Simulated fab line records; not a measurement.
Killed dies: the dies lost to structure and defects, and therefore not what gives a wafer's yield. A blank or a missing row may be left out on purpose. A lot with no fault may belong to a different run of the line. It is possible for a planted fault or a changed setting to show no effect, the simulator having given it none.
Check for tools in common	flow gf180mcu	Lots sampled 12, wafers sampled 36

== WHY IT WAS OPENED ==
2 of 12 lots carry a flag on the reading MVSD_TW at GF_MVSD_TW_MEAS_11. Wafers without a fault read 1589, standard deviation 7.9.
Rule: flag the lot when none of its wafers has a number, or when each of its wafers that has one lies beyond 4 standard deviations from that mean. The other lots count as sound.

lot	measured	on	MVSD_TW, wafer by wafer	flag
L516	day 4 17:05	film metro-04	1586 1586 1574	
L517	day 4 22:26	film metro-04	1574 1580 1572	
L524	day 6 15:56	film metro-04	1595 1606 1599	
L526	day 7 04:03	film metro-01	1596 1587 1594	
L527	day 7 06:33	film metro-01	1766 1769 1772	FLAGGED
L529	day 7 20:01	film metro-01	1766 1765 1764	FLAGGED
L530	day 8 02:23	film metro-04	1586 1603 1596	
L533	day 8 22:28	film metro-04	1591 1578 1588	
L534	day 9 01:35	film metro-03	1580 1580 1584	
L535	day 9 06:47	film metro-01	1589 1589 1588	
L536	day 9 10:13	film metro-03	1597 1583 1584	
L537	day 9 21:58	film metro-04	1587 1584 1585	
Average over the flagged lots: 1767; offset from the usual +178, equal to +23 standard deviations.

== LOT BY LOT: THE TOOL USED ==
2 process steps preceding the reading are held in the record, out of 602 steps in the route. Each cell gives the tool, then ch followed by the chambers the sampled wafers passed through, then the start.
lot	flag	GF_STI_CMP_25	GF_MVSD_IMPLANT_08
L516		cmp-02 ch 1,2,3, day 2 09:58	implanter-04 ch 0, day 4 16:41
L517		cmp-01 ch 0,1,3, day 2 13:40	implanter-03 ch 0, day 4 22:02
L524		cmp-01 ch 0,1,3, day 4 03:34	implanter-03 ch 0, day 6 15:33
L526		cmp-02 ch 2,3, day 4 12:17	implanter-01 ch 0, day 7 03:41
L527	FLAGGED	cmp-01 ch 1,2, day 4 18:10	implanter-01 ch 0, day 7 06:10
L529	FLAGGED	cmp-01 ch 1,2, day 5 04:50	implanter-01 ch 0, day 7 19:37
L530		cmp-02 ch 0,1,2, day 5 10:13	implanter-04 ch 0, day 8 01:59
L533		cmp-01 ch 0,3, day 6 01:50	implanter-04 ch 0, day 8 22:04
L534		cmp-01 ch 0,2, day 6 07:17	implanter-03 ch 0, day 9 01:11
L535		cmp-02 ch 0,3, day 6 11:07	implanter-04 ch 0, day 9 06:25
L536		cmp-02 ch 0,1,3, day 6 16:11	implanter-03 ch 0, day 9 09:49
L537		cmp-02 ch 0,2,3, day 6 23:56	implanter-04 ch 0, day 9 21:34
These steps, and what they do:
- GF_STI_CMP_25: polishes, stops on Si3N4, t overpolish 33 s, target thk 524.6 nm.
- GF_MVSD_IMPLANT_08
- GF_MVSD_TW_MEAS_11

== FLAGGED AGAINST TOTAL, ONE TOOL AT A TIME (gauges that did the reading follow at the end) ==
step	tool	lots run	flagged	share of the flagged lots	sound lots run after its first flagged lot
GF_STI_CMP_25	cmp-01	6	2	all	2 (L533,L534)
GF_STI_CMP_25	cmp-02	6	0	none	-
GF_MVSD_IMPLANT_08	implanter-01	3	2	all	0
GF_MVSD_IMPLANT_08	implanter-03	4	0	none	-
GF_MVSD_IMPLANT_08	implanter-04	5	0	none	-
GF_MVSD_TW_MEAS_11	film metro-01	4	2	all	1 (L535)
GF_MVSD_TW_MEAS_11	film metro-03	2	0	none	-
GF_MVSD_TW_MEAS_11	film metro-04	6	0	none	-

== WHAT IS ALLOWED BY THE TABLE ==
Every flagged lot was run by 3 rows of the table: cmp-01 at GF_STI_CMP_25, implanter-01 at GF_MVSD_IMPLANT_08 and film metro-01 at GF_MVSD_TW_MEAS_11.
- cmp-01 at GF_STI_CMP_25: 2 of its 6 lots flagged. After the first flagged lot (L533, L534), sound lots still ran on it; a lasting fault on the whole tool would not permit that.
- implanter-01 at GF_MVSD_IMPLANT_08: 2 of its 3 lots flagged. A fault beginning between L526 (day 7 03:41), its last sound lot, and L527 (day 7 06:10), its first flagged one, fits the data. Its own readings (dose ions cm2, faraday current uA) fall more than 4 standard deviations out on all wafers of the flagged lots.
- film metro-01 at GF_MVSD_TW_MEAS_11: 2 of its 4 lots flagged. After the first flagged lot (L535), sound lots still ran on it; a lasting fault on the whole tool would not permit that.
What remains is a single tool, implanter-01 at GF_MVSD_IMPLANT_08.

== WHAT THE SIMULATOR HAD INSERTED ==
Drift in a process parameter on implanter-01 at GF_MVSD_IMPLANT_08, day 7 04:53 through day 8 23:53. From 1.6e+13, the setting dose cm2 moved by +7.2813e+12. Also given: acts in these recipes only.
Shown lots that were struck: L527, L529. This agrees with what the rule above found.
